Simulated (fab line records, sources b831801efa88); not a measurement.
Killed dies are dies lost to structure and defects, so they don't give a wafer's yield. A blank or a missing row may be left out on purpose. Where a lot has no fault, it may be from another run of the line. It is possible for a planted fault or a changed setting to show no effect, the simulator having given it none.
fab line records	flow sky130
[record] lots = 6	wafers = 18	lastDay = 49
route steps=708 shown FIELD_ISO@3 PAD_OPEN@708
lots that met no fault: taken from a fault-free run of the same line
startH: hours from the record's opening day to when the first of the lot's shown wafers began	waitH: hours elapsed since this lot's preceding step	" same as the row above	L1.1+2: a row that stands for several wafers	- no value, or no start was given	* or withheld: withheld	< > ~ a bound
route shown NAME@n: a module of which the file shows steps, and the number in the route of the first	usual: mean and standard deviation over wafers with no fault	same: alike in all rows	chamber/n: place in a boat	sites: the reading at each site	_std_site: the values' standard deviation	_edge_site: inner sites' mean taken away from outer sites' mean	radiusMm: for every site, how far away it sits from the centre of the wafer	mask NAME#n: copy n	behind: tool/chamber where the wafer was last shaped	hold: the reason the lot was held/the length of the hold in hours/how it ended	device: the n, p or np transistor that did not switch	end of line: the tests these same wafers got at the end of their route	a step with no rows: only its recipe	killed: at the first sort, the dies lost to defects and structure; wafer yield is something else	map: shows each die of a wafer: x if killed, . if not, _ if none is there
set.NAME: the setting the step ran with; set.NAME@STEP: the setting that earlier step ran with	model.NAME: the simulator's own value behind a step, which no gauge read
certain route steps with their lots: each step a table, each wafer a row
services: from which hour (startH, from the record's first day; less than 0 if before it) a tool's chamber was out of use, for how many hours, and why
[[steps]]
[step SKY_FIELD_ISO_THK_MEAS_02]
[recipe] reads = SiO2_of_FIELD_ISO_OXIDATION_01
[usual] FIELD_ISO_OXIDATION_00_THK = 12.12/0.19
lot.wafer	tool	chamber	startH	waitH	FIELD_ISO_OXIDATION_00_THK[nm]
L505.1	filmMetro-03	-	29.01	0.0	12.47
L505.3	"	-	"	"	12.29
L505.4	"	-	"	"	12.21
L506.2	filmMetro-03	-	38.60	0.0	12.21
L506.3	"	-	"	"	12.17
L506.6	"	-	"	"	12.14
L510.1	filmMetro-01	-	57.90	0.0	12.25
L510.5	"	-	"	"	12.38
L510.6	"	-	"	"	12.22
L512.1	filmMetro-04	-	67.67	0.0	12.06
L512.2	"	-	"	"	11.97
L512.4	"	-	"	"	11.97
L519.1	filmMetro-04	-	98.59	0.0	12.45
L519.2	"	-	"	"	12.52
L519.5	"	-	"	"	12.23
L522.1	filmMetro-03	-	111.63	0.0	12.23
L522.3	"	-	"	"	12.38
L522.6	"	-	"	"	12.48
[step SKY_FIELD_ISO_CVD_03]
[recipe] material = Si3N4	precursor = DCS/NH3	targetThkNm = 165	tempC = 770	timeS = 2830	pressureMtorr = 250
[step SKY_FIELD_ISO_THK_MEAS_04]
[recipe] reads = Si3N4_of_FIELD_ISO_CVD_03
[usual] FIELD_ISO_CVD_03_THK = 165.8/1.8
lot.wafer	tool	chamber	startH	waitH	FIELD_ISO_CVD_03_THK[nm]
L505.1	filmMetro-01	-	30.96	0.1	164.4
L505.3	"	-	"	"	164.8
L505.4	"	-	"	"	162.7
L506.2	filmMetro-01	-	40.45	0.0	166.8
L506.3	"	-	"	"	165.9
L506.6	"	-	"	"	167.9
L510.1	filmMetro-04	-	59.75	0.0	165.8
L510.5	"	-	"	"	164.0
L510.6	"	-	"	"	166.0
L512.1	filmMetro-03	-	69.52	0.0	164.2
L512.2	"	-	"	"	162.4
L512.4	"	-	"	"	165.2
L519.1	filmMetro-03	-	101.24	0.0	165.7
L519.2	"	-	"	"	165.8
L519.5	"	-	"	"	166.8
L522.1	filmMetro-03	-	113.48	0.0	168.9
L522.3	"	-	"	"	169.3
L522.6	"	-	"	"	166.1
[step SKY_FIELD_ISO_DEHYDRATE_05]
[recipe] tempC = 200	timeS = 60
[step SKY_FIELD_ISO_HMDS_06]
[recipe] primeTimeS = 60	primeTempC = 120
[step SKY_FIELD_ISO_COAT_07]
[recipe] resist = BARC	tempC = withheld	timeS = withheld	spinRpm = 3000	resistThkNm = 60
[step SKY_FIELD_ISO_COAT_08]
[recipe] resist = KrF-thick	spinRpm = 3000	resistThkNm = 450
[step SKY_FIELD_ISO_SOFTBAKE_09]
[recipe] tempC = 100	timeS = 90	resist = KrF-thick
[step SKY_FIELD_ISO_EXPOSE_10]
[recipe] maskId = FOM	na = 0.68	sourceShape = annular	sigmaInner = 0.4	sigmaOuter = 0.8	targetCdNm = 150	doseMj = 28
[step SKY_FIELD_ISO_PEB_11]
[recipe] pebTempC = withheld	pebTimeS = withheld	resist = KrF-thick
[step SKY_FIELD_ISO_DEVELOP_12]
[recipe] developTimeS = 60	resist = KrF-thick	devTempC = 21
[step SKY_FIELD_ISO_CD_MEAS_13]
[recipe] targetCdNm = 150
[usual] cdNm = 150.0/1.3
lot.wafer	tool	chamber	startH	waitH	cdNm
L505.1	cdSem-02	-	44.95	-	149.0
L505.3	"	-	"	"	149.1
L505.4	"	-	"	"	148.5
L506.2	cdSem-01	-	55.17	-	148.6
L506.3	"	-	"	"	150.6
L506.6	"	-	"	"	151.0
L510.1	cdSem-01	-	75.20	-	149.4
L510.5	"	-	"	"	149.4
L510.6	"	-	"	"	149.8
L512.1	cdSem-01	-	85.15	-	150.2
L512.2	"	-	"	"	149.7
L512.4	"	-	"	"	148.0
L519.1	cdSem-02	-	119.71	-	149.2
L519.2	"	-	"	"	151.1
L519.5	"	-	"	"	148.3
L522.1	cdSem-01	-	132.45	-	149.3
L522.3	"	-	"	"	149.8
L522.6	"	-	"	"	150.4
[step SKY_FIELD_ISO_ETCH_14]
[recipe] chemistry = N2/H2	target = BARC	ionEnergyEv = 200	sourceW = 500	biasW = 100	pressureMtorr = 30	n2FlowSccm = 100	h2FlowSccm = 200	stopOn = SiO2	timeS = 45.9	targetDepthA = 600
[usual] biasW = 100.0/0.3	drypumpMotorCurrentA = 5.7/0.44	oesProductAu = 0.854/0.0047	throttleValvePct = 13.225/0.0092
lot.wafer	tool	chamber	startH	waitH	biasW	drypumpMotorCurrentA	oesProductAu	rfHoursCounterH	throttleValvePct
L505.1	rieDiel-02	3	45.07	0.1	100.0	6.5	0.853	87	13.224
L505.3	"	0	"	"	100.2	5.2	0.855	95	13.214
L505.4	"	1	"	"	99.9	6.3	0.857	85	13.215
L506.2	rieDiel-04	0	55.27	0.1	99.9	5.2	0.848	169	13.219
L506.3	"	2	"	"	100.1	5.9	0.860	3	13.230
L506.6	"	3	"	"	99.9	5.5	0.855	-	13.241
L510.1	rieDiel-02	1	75.32	0.1	104.4	6.3	0.866	86	13.227
L510.5	"	1	"	"	105.2	6.3	0.858	-	13.212
L510.6	"	2	"	"	105.1	5.8	0.858	-	13.223
L512.1	rieDiel-02	1	85.27	0.1	105.4	6.3	0.853	86	13.236
L512.2	"	2	"	"	104.9	5.8	0.849	69	13.235
L512.4	"	0	"	"	105.0	5.2	0.851	96	13.233
L519.1	rieDiel-04	1	119.83	0.1	99.9	5.7	0.860	80	13.226
L519.2	"	2	"	"	100.1	5.9	0.858	5	13.234
L519.5	"	3	"	"	100.4	5.5	0.856	-	13.224
L522.1	rieDiel-04	3	132.57	0.1	100.3	5.5	0.853	68	13.220
L522.3	"	1	"	"	99.8	5.7	0.858	81	13.234
L522.6	"	3	"	"	100.2	5.5	0.859	-	13.223
[step SKY_FIELD_ISO_ETCH_15]
[recipe] chemistry = CHF3/O2	targetDepthNm = 180	stopOn = Si	sourceW = 600	biasW = 200	pressureMtorr = 40	chf3FlowSccm = 50	O2_flow_sccm = 5	timeS = 72
[usual] biasW = 200.0/0.58	drypumpMotorCurrentA = 5.7/0.45	oesProductAu = 0.949/0.0078	throttleValvePct = 8.846/0.0092
lot.wafer	tool	chamber	startH	waitH	biasW	drypumpMotorCurrentA	oesProductAu	rfHoursCounterH	throttleValvePct
L505.1	rieDiel-02	3	45.11	0.0	200.4	6.5	0.939	87	8.852
L505.3	"	0	"	"	199.9	5.2	0.949	95	8.856
L505.4	"	1	"	"	200.2	6.3	0.931	85	8.823
L506.2	rieDiel-04	0	55.31	0.0	200.6	5.2	0.956	169	8.846
L506.3	"	2	"	"	200.5	5.9	0.940	3	8.855
L506.6	"	3	"	"	200.4	5.5	0.954	-	8.853
L510.1	rieDiel-02	1	75.36	0.0	199.6	6.3	0.938	86	8.854
L510.5	"	1	"	"	199.8	6.3	0.945	-	8.843
L510.6	"	2	"	"	199.6	5.8	0.950	-	8.860
L512.1	rieDiel-02	1	85.31	0.0	199.1	6.3	0.946	86	8.850
L512.2	"	2	"	"	199.9	5.8	0.942	69	8.844
L512.4	"	0	"	"	198.5	5.2	0.946	96	8.855
L519.1	rieDiel-04	1	119.87	0.0	200.2	5.7	0.956	80	8.847
L519.2	"	2	"	"	199.1	5.9	0.953	5	8.837
L519.5	"	3	"	"	201.1	5.5	0.960	-	8.851
L522.1	rieDiel-04	3	132.62	0.0	199.8	5.5	0.956	68	8.854
L522.3	"	1	"	"	200.5	5.7	0.959	81	8.860
L522.6	"	3	"	"	199.5	5.5	0.946	-	8.845
[step SKY_PAD_OPEN_PROBE_99]
[usual] killed_at_M0_to_M3 = 44/6.9	killed_at_M4_up = 3.3/1.7	killedAtContacts = 24/5.5	killedAtFrontEnd = 16/4.5	killedAtOther = 0.2/0.46	killedDies = 87/9.1	killedOpen = 48/7.3	killedShort = 39/6.2
[same] grossDies = 492	killedAtBackSide = 0
lot.wafer	tool	chamber	startH	waitH	killed_at_M0_to_M3	killed_at_M4_up	killedAtContacts	killedAtFrontEnd	killedAtOther	killedDies	killedOpen	killedShort
L505.1	prober-01	-	1114.59	0.1	40	2	31	17	0	90	51	39
L505.3	prober-01	-	1114.69	0.2	36	3	13	10	0	62	30	32
L505.4	prober-01	-	1114.74	0.2	48	3	18	14	0	83	37	46
L506.2	prober-02	-	1126.46	0.1	36	3	39	19	1	98	65	33
L506.3	prober-02	-	1126.51	0.2	49	2	36	20	0	107	60	47
L506.6	prober-02	-	1126.66	0.2	50	2	21	24	0	97	44	53
L519.1	prober-02	-	1179.41	0.1	46	4	29	14	1	94	53	41
L519.2	prober-02	-	1179.46	0.1	51	2	24	12	1	90	53	37
L519.5	prober-02	-	1179.61	0.2	53	4	15	6	1	79	49	30
// killed by level:class
L505.1 CONTACT:geometricParticle:open=12 VIA1:geometricParticle:open=9 VIA2:geometricParticle:open=9 CONTACT:geometricParticle:short=7 LI_CONTACT:geometricParticle:open=6 LOCAL_INTERCONNECT:geometricParticle:short=6 POLY_GATE:geometricParticle:open=5 METAL3:geometricParticle:short=5
L505.3 METAL2:geometricParticle:short=7 METAL1:geometricParticle:short=6 CONTACT:geometricParticle:open=6 VIA1:geometricParticle:open=5 VIA1:geometricParticle:short=4 VIA3:geometricParticle:open=4 SPACER:geometricParticle:open=3 LI_CONTACT:geometricParticle:open=3
L505.4 VIA1:geometricParticle:open=11 VIA1:geometricParticle:short=8 METAL2:geometricParticle:short=7 FIELD_ISO:geometricParticle:short=6 VIA3:geometricParticle:open=6 LI_CONTACT:geometricParticle:open=5 VIA3:geometricParticle:short=5 LI_CONTACT:geometricParticle:short=4
L506.2 CONTACT:geometricParticle:open=18 VIA1:geometricParticle:open=14 VIA2:geometricParticle:open=6 LI_CONTACT:geometricParticle:open=6 POLY_GATE:geometricParticle:open=5 FIELD_ISO:geometricParticle:short=4 FIELD_ISO:geometricParticle:open=4 POLY_GATE:geometricParticle:short=4
L506.3 VIA1:geometricParticle:open=17 CONTACT:geometricParticle:open=11 METAL1:geometricParticle:short=11 LI_CONTACT:geometricParticle:open=9 CONTACT:geometricParticle:short=7 POLY_GATE:geometricParticle:short=6 METAL2:geometricParticle:short=6 VIA2:geometricParticle:open=5
L506.6 VIA1:geometricParticle:open=10 METAL1:geometricParticle:short=10 FIELD_ISO:geometricParticle:short=7 POLY_GATE:geometricParticle:short=6 LI_CONTACT:geometricParticle:open=6 CONTACT:geometricParticle:open=6 METAL2:geometricParticle:short=6 VIA2:geometricParticle:open=5
L519.1 VIA1:geometricParticle:open=11 CONTACT:geometricParticle:open=9 LI_CONTACT:geometricParticle:open=8 VIA2:geometricParticle:open=8 METAL1:geometricParticle:short=7 CONTACT:geometricParticle:short=6 VIA3:geometricParticle:open=6 POLY_GATE:geometricParticle:open=5
L519.2 VIA2:geometricParticle:open=12 CONTACT:geometricParticle:open=11 METAL1:geometricParticle:short=8 VIA3:geometricParticle:open=8 VIA1:geometricParticle:open=7 FIELD_ISO:geometricParticle:short=4 LOCAL_INTERCONNECT:geometricParticle:short=4 VIA1:geometricParticle:short=4
L519.5 VIA3:geometricParticle:open=13 VIA1:geometricParticle:open=12 CONTACT:geometricParticle:open=9 METAL2:geometricParticle:short=6 VIA1:geometricParticle:short=5 VIA2:geometricParticle:open=5 METAL1:geometricParticle:short=3 VIA2:geometricParticle:short=3
[[services]]
tool	chamber	startH	hours	kind
rieDiel-02	1	45.48	4.1	repair
rieDiel-04	1	59.01	3.1	repair
rieDiel-02	0	73.99	9.1	repair
rieDiel-04	0	79.90	-	clean
rieDiel-04	0	79.90	24.3	scheduledDown
rieDiel-04	0	79.90	24.3	ventCycle
rieDiel-02	-	108.31	0.7	repair
rieDiel-02	-	121.75	35.6	repair
[[key]]
[firstSign] step = SKY_FIELD_ISO_ETCH_14	reading = biasW	direction = up	sigmas = 16	usual = 100.0	struck = 105.0
effect none on later readings
metAt SKY_FIELD_ISO_ETCH_14
struckWafers L510.1,L510.5,L510.6,L512.1,L512.2,L512.4
testerLeftOut L510,L512
onsetBetween 45.07 75.32
[fault] kind = processParameterDrift	tool = rieDiel-02	chamber = -	onsetH = 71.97	steps = SKY_FIELD_ISO_ETCH_14	channel = biasW	offset = 5.0091	shape = step	endH = 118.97	actsIn = theseRecipesOnly	stated = 100
// testerLeftOut: of these lots the tester's yield and bins aren't shown, on N5 and GAA mostly nor the transistor test; their killed dies are dies lost to structure and defects alone, not to doping, threshold or leakage, so they don't give the yield
